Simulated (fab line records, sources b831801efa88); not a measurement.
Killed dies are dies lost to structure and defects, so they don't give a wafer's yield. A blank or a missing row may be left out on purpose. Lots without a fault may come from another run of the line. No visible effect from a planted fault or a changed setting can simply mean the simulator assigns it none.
Struck lot and sound lot, side by side	flow sky130	14 steps out of a route of 708
Sound: the wafers L940.1, L940.3, L940.6. Wafers L950.1, L950.2, L950.3 were the ones struck. At the end, the cause is stated.
Each step with rows lists, per side, the tool, then ch with its chambers, then its first start. Under that, the readings that differ: sound wafers	struck wafers	difference of the means	sigmas: that difference in standard deviations of wafers without a fault.
alike: readings with means less than 2 such deviations apart, plus words and numbers identical on both sides. not compared: withheld readings, readings lacking a value on some wafer, bounds such as >300 that could conceal the same value, and numbers that have no deviation in the record and whose values overlap.
The two part at a step that has a row with sigmas, a row that says differs or no value, or rows on one side only. Non-overlapping numbers with no deviation appear without sigmas and do not part them. A reading that every wafer of one side lacks parts them only if that side has two wafers or more.

SKY_METAL2_SPUTTER_01: material TiN, target thk 20 nm, time 16.7 s.
  sound on pvdSputter-03, day 36 06:52; struck on pvdSputter-03, day 39 08:41
  alike: throttleValvePct
SKY_METAL2_SPUTTER_02: material AlCu, target thk 250 nm, time 13.3 s.
  sound on pvdSputter-03, day 36 06:53; struck on pvdSputter-03, day 39 08:42
  alike: throttleValvePct
SKY_METAL2_SPUTTER_03: material Ti, target thk 5 nm, time 3.3 s.
  sound on pvdSputter-03, day 36 06:55; struck on pvdSputter-03, day 39 08:44
  alike: throttleValvePct
SKY_METAL2_SPUTTER_04: material TiN, target thk 70 nm, time 58.3 s.
  sound on pvdSputter-03, day 36 06:56; struck on pvdSputter-03, day 39 08:44
  alike: throttleValvePct
SKY_METAL2_RS_MEAS_05: measurement is done with a four-point probe.
  sound on filmMetro-03, day 36 06:58; struck on filmMetro-01, day 39 08:47
  alike: METAL2_ALCU_RS
SKY_METAL2_THK_MEAS_06: measures by xrf.
  sound on filmMetro-03, day 36 07:05; struck on filmMetro-01, day 39 08:55
  alike: METAL2_ALCU_THK
then, 6 steps without rows for these wafers: SKY_METAL2_DEHYDRATE_07 (time 60 s); SKY_METAL2_HMDS_08 (prime time 60 s); SKY_METAL2_COAT_09 (resist thk 60 nm); SKY_METAL2_COAT_10 (resist thk 450 nm); SKY_METAL2_SOFTBAKE_11 (time 90 s); SKY_METAL2_EXPOSE_12 (exposes mask MM2, target cd 140 nm).
SKY_METAL2_PEB_13:
  struck on lithoTrack-02, day 40 08:00; sound on lithoTrack-02 ch 0, day 37 08:00
reading	sound	struck	difference	sigmas
exhaustPa (Pa)	44.1 45.4 45.1	- - -	no value on the struck wafers	
  not compared: chillPlateTempC, resistLineTempC
then, 1 step without rows for these wafers: SKY_METAL2_DEVELOP_14 (develop time 60 s).

WHERE THEY PART
Within this record, at SKY_METAL2_PEB_13 only.

WHY: the cause the simulator had injected
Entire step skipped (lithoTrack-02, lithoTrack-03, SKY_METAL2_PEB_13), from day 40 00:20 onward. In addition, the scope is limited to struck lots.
